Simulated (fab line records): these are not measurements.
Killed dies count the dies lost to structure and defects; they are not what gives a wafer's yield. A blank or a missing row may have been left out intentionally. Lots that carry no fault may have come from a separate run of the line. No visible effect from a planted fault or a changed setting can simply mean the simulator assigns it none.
Which tool was responsible? ; flow sky130 ; 30 wafers from 10 lots sampled at 6 of the route's 708 steps

== WHAT THE GAUGES READ, wafer by wafer ==
SKY_CAPM_RS_MEAS_03: a four-point-probe measurement. Usual: for CAPM_TIN_RS the level is 6.91 ohm/sq and the standard deviation is 0.11.
lot;measured;on;CAPM_TIN_RS (ohm/sq);flag
L637;day 37 08:49;film metro-01;6.91 6.97 6.92;
L638;day 37 11:02;film metro-03;6.77 6.94 6.92;
L640;day 37 11:29;film metro-04;6.88 6.71 6.76;
L642;day 39 08:46;film metro-01;6.88 7.03 6.96;
L643;day 39 11:04;film metro-03;6.95 6.80 7.03;
L647;day 39 17:55;film metro-01;6.93 6.81 6.84;
L656;day 42 09:58;film metro-03;6.24 6.55 6.43 6.24 6.55 6.41;OFF
L657;day 42 12:38;film metro-01;6.20 6.48 6.37 6.19 6.50 6.38;OFF
L659;day 43 00:20;film metro-01;6.88 6.92 6.90;
L660;day 43 06:55;film metro-04;6.99 6.91 6.87;

SKY_CAPM_THK_MEAS_04: measures by xrf. Usual: for CAPM_TIN_THK the level is 202 nm and the standard deviation is 3.3.
lot;measured;on;CAPM_TIN_THK (nm);flag
L637;day 37 08:55;film metro-01;202 200 201;
L638;day 37 11:10;film metro-03;207 202 203;
L640;day 37 11:35;film metro-04;203 209 207;
L642;day 39 08:53;film metro-01;201 197 200;
L643;day 39 11:11;film metro-03;201 207 200;
L647;day 39 18:01;film metro-01;200 204 203;
L656;day 42 13:03;film metro-03;224 215 219 224 214 219;OFF
L657;day 42 14:47;film metro-01;225 215 219 225 215 220;OFF
L659;day 43 00:27;film metro-01;202 200 202;
L660;day 43 07:02;film metro-04;200 202 203;

== EACH LOT AND THE TOOL THAT RAN IT (in order: tool; ch and the chambers of the sampled wafers; start) ==
lot;SKY_VIA2_ETCH_15;SKY_VIA2_CVD_21;SKY_VIA2_CMP_24;SKY_CAPM_SPUTTER_02
L637;rie diel-02 ch 1,2,3, day 37 07:04;cvd w-02 ch 0,1, day 37 07:52;cmp-01 ch 0,3, day 37 08:11;pvd sputter-02, day 37 08:40
L638;rie diel-03 ch 2,3, day 37 09:22;cvd w-02 ch 0,1, day 37 10:05;cmp-02 ch 0,2,3, day 37 10:23;pvd sputter-02, day 37 10:56
L640;rie diel-04 ch 0,1, day 37 09:43;cvd w-01 ch 0,1, day 37 10:31;cmp-01 ch 0,1,3, day 37 10:53;pvd sputter-04, day 37 11:19
L642;rie diel-03 ch 1,2,3, day 39 06:55;cvd w-02 ch 0,1, day 39 07:39;cmp-01 ch 0,1,3, day 39 08:01;pvd sputter-02, day 39 08:39
L643;rie diel-04 ch 0,1,3, day 39 08:10;cvd w-02 ch 0,1, day 39 08:53;cmp-01 ch 1,2,3, day 39 09:15;pvd sputter-04, day 39 10:57
L647;rie diel-04 ch 0,2,3, day 39 16:13;cvd w-01 ch 0,1, day 39 16:56;cmp-01 ch 0,2,3, day 39 17:18;pvd sputter-03, day 39 17:47
L656;rie diel-02 ch 0,1,3, day 42 07:52;cvd w-01 ch 0,1, day 42 09:01;cmp-02 ch 0,2,3, day 42 09:23;pvd sputter-02, day 42 09:52
L657;rie diel-04 ch 1,2,3, day 42 10:16;cvd w-02 ch 0,1, day 42 11:31;cmp-02 ch 0,1,2, day 42 12:02;pvd sputter-02, day 42 12:28
L659;rie diel-04 ch 1,3, day 42 22:37;cvd w-01 ch 0,1, day 42 23:22;cmp-01 ch 1,2,3, day 42 23:44;pvd sputter-03, day 43 00:13
L660;rie diel-03 ch 0,2,3, day 43 05:13;cvd w-01 ch 0,1, day 43 05:56;cmp-01 ch 0,3, day 43 06:17;pvd sputter-04, day 43 06:47
- SKY_VIA2_ETCH_15: etches SiO2 in C4F8/O2/Ar, stops on TiN, target depth 546 nm, time 84 s.
- SKY_VIA2_CVD_21: deposits W, target thk 420 nm, time 126.4 s.
- SKY_VIA2_CMP_24: polishes, stops on SiO2, t overpolish 20 s, target thk 0 nm.
- SKY_CAPM_SPUTTER_02: material TiN, target thk 200 nm, time 166.7 s.

== WHAT THE TOOLS THEMSELVES READ (means of the sampled wafers that have a number; where no wafer has one, the mark that the record gives instead) ==
SKY_VIA2_ETCH_15. Usual: chamber pressure mTorr 40.01 mTorr, standard deviation 0.036; oes product au 0.939 a.u., standard deviation 0.0046.
lot;tool;chamber pressure mTorr (mTorr);oes product au (a.u.);flag
L637;rie diel-02;40.07;0.941;
L638;rie diel-03;40.01;0.938;
L640;rie diel-04;39.98;0.936;
L642;rie diel-03;39.99;0.942;
L643;rie diel-04;40.03;0.943;
L647;rie diel-04;40.03;0.938;
L656;rie diel-02;40.00;0.935;
L657;rie diel-04;39.96;0.941;
L659;rie diel-04;40.00;0.944;
L660;rie diel-03;40.01;0.940;

SKY_VIA2_CVD_21. Usual: heater power w at 832 W, with a standard deviation of 33.
lot;tool;heater power w (W);flag
L637;cvd w-02;893;
L638;cvd w-02;905;
L640;cvd w-01;791;
L642;cvd w-02;826;
L643;cvd w-02;832;
L647;cvd w-01;793;
L656;cvd w-01;813;
L657;cvd w-02;856;
L659;cvd w-01;808;
L660;cvd w-01;805;

SKY_VIA2_CMP_24. Usual: motor current A 11.0 A, standard deviation 1.3; overpolish run s 20.001 s, standard deviation 0.0095; slurry filter dp kPa 13.50 kPa, standard deviation 0.15; time to endpoint s 101 s, standard deviation 4.
lot;tool;motor current A (A);overpolish run s (s);slurry filter dp kPa (kPa);time to endpoint s (s);flag
L637;cmp-01;12.4;20.001;13.49;100;
L638;cmp-02;10.2;19.996;13.55;100;
L640;cmp-01;12.1;20.008;13.47;102;
L642;cmp-01;11.6;20.003;13.53;99;
L643;cmp-01;12.2;20.001;13.54;100;
L647;cmp-01;11.8;20.001;13.40;102;
L656;cmp-02;10.3;19.996;13.51;102;
L657;cmp-02;10.1;20.001;13.57;108;
L659;cmp-01;12.4;19.998;13.42;101;
L660;cmp-01;12.6;20.012;13.63;103;

SKY_CAPM_SPUTTER_02. Usual: cathode dc power W 6500.2 W, standard deviation 1.2; throttle valve pct 30.0 %, standard deviation 0.96.
lot;tool;cathode dc power W (W);throttle valve pct (%);flag
L637;pvd sputter-02;6500.0;29.8;
L638;pvd sputter-02;6501.3;29.4;
L640;pvd sputter-04;6500.5;30.4;
L642;pvd sputter-02;6499.6;29.8;
L643;pvd sputter-04;6499.1;29.8;
L647;pvd sputter-03;6499.7;30.3;
L656;pvd sputter-02;6501.1;29.9;
L657;pvd sputter-02;6500.3;30.0;
L659;pvd sputter-03;6501.4;30.4;
L660;pvd sputter-04;6501.4;30.9;

== THE ANSWER, worked out from the rows above alone ==
Rule: a lot is off if the mean of its wafers that have a number lies more than 3 standard deviations from the usual mean. A lot without any number at a reading at which 4 lots or more have one is off too. All remaining lots with rows at the step are treated as sound. After the gauges, taken in route order, come the tools' own readings; for these a lot's mean is taken, as printed above. The first step at which some lot is off is used, and at that step the reading that is off furthest; a lot without a number counts as furthest.
Off: at SKY_CAPM_RS_MEAS_03 (CAPM_TIN_RS), L656, L657.
A tool fits if, at a process step before that reading, it ran every lot that is off, and no sound lot after the first of them. Those tools and the gauges at SKY_CAPM_RS_MEAS_03 are tried in the same way. This does not decide it: 2 tools fit, namely cmp-02 at SKY_VIA2_CMP_24 and pvd sputter-02 at SKY_CAPM_SPUTTER_02.

== WHAT WAS PUT IN BY THE SIMULATOR ==
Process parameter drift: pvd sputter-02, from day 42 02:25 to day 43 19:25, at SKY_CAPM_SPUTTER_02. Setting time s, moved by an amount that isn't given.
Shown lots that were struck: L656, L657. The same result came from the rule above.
